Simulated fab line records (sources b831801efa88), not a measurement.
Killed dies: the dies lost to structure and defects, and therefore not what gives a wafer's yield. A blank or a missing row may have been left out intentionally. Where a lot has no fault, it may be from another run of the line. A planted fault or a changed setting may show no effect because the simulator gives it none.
Problem report in the 8D (eight disciplines) form, filled by code	flow sky130	the parts of the form that need people (team, actions taken, sign-off) are left out

== 1. WHAT WENT WRONG ==
Mean of cathode dc power W at SKY_METAL2_SPUTTER_01: 6257.3 W across 2 wafers in 2 lots; on wafers with no fault it is 6500.1 W (standard deviation 1.2). That is -99 or more standard deviations from the usual mean.
The step: material TiN, target thk 20 nm, time 16.7 s.
Earliest sighting: wafer L993.3 on pvd sputter-03 at day 37 08:22. The record has a number at this step for 18 wafers belonging to 6 lots. By rule, "out" or "out of limits" means more than 4 standard deviations away from the usual mean. All remaining wafers that have a number are taken as sound.

== 2. WHAT IT IS; WHAT IT IS NOT ==
question	is	is not
which readings at this step	cathode dc power W	throttle valve pct
which lots	L993, L996	L100, L985, L987, L997
which wafers of those lots	L993.3, L996.3	L993.1, L993.2, L996.1, L996.4
read on which tools	pvd sputter-03	pvd sputter-01
when	from day 37 08:22	up to then (8 sound wafers); but 8 sound wafers of L100, L996, L997 came after

== 3. THE SUSPECTS, EACH WITH WHAT RULES IT OUT ==
Counting: any tool at a process step up to the reading remains a suspect provided it ran every lot that is out. Sound lots after the first of them don't rule it out here, since some wafers of a struck lot are sound.
- rie diel-03 at SKY_VIA1_ETCH_14 (etches BARC in N2/H2, stops on SiO2, time 45.9 s, target depth 60 nm): kept. It ran every lot that is out, first L993 (day 37 07:01); its last sound lot up to then is L987 (day 34 21:52).
- pvd sputter-03 at SKY_METAL2_SPUTTER_00 (material Ti, target thk 15 nm, time 10 s): kept. It ran every lot that is out, first L993 (day 37 08:20); its last sound lot up to then is L987 (day 34 23:11).
- pvd sputter-03 at SKY_METAL2_SPUTTER_01 (material TiN, target thk 20 nm, time 16.7 s): kept. It ran every lot that is out, first L993 (day 37 08:22); its last sound lot up to then is L987 (day 34 23:12). On those wafers its own readings are out: cathode dc power W.
rie diel-03 at SKY_VIA1_ETCH_14, pvd sputter-03 at SKY_METAL2_SPUTTER_00 and pvd sputter-03 at SKY_METAL2_SPUTTER_01 are what is left after counting.

== 4. THE CAUSE (what the simulator had put in) ==
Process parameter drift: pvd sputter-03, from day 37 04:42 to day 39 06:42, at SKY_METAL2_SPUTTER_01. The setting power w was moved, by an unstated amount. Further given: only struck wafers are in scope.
Counting left 3 suspects, and this tool is among them.

== 5. THE EFFECT CHAIN, in route order ==
One row per reading whose mean, taken over the struck wafers that have a number, lies over 3 standard deviations from the usual. Only readings whose record carries a usual standard deviation are examined. hours: median over the lots of the time between each lot's start at the first step of this table that gives one and its start at this step. sigmas: the change, counted in usual standard deviations.
hours	step	reading	usual	on struck wafers	change	sigmas
0	SKY_METAL2_SPUTTER_01	cathode dc power W	6500.1 W	6257.3	-242.8	-99 or more
The process steps in it:
- SKY_METAL2_SPUTTER_01: material TiN, target thk 20 nm, time 16.7 s.

== 6. HOW IT WOULD HAVE BEEN CAUGHT EARLIER ==
The fault began at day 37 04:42; the first out-of-limits reading in this record came at day 37 08:22, 4 hours later.
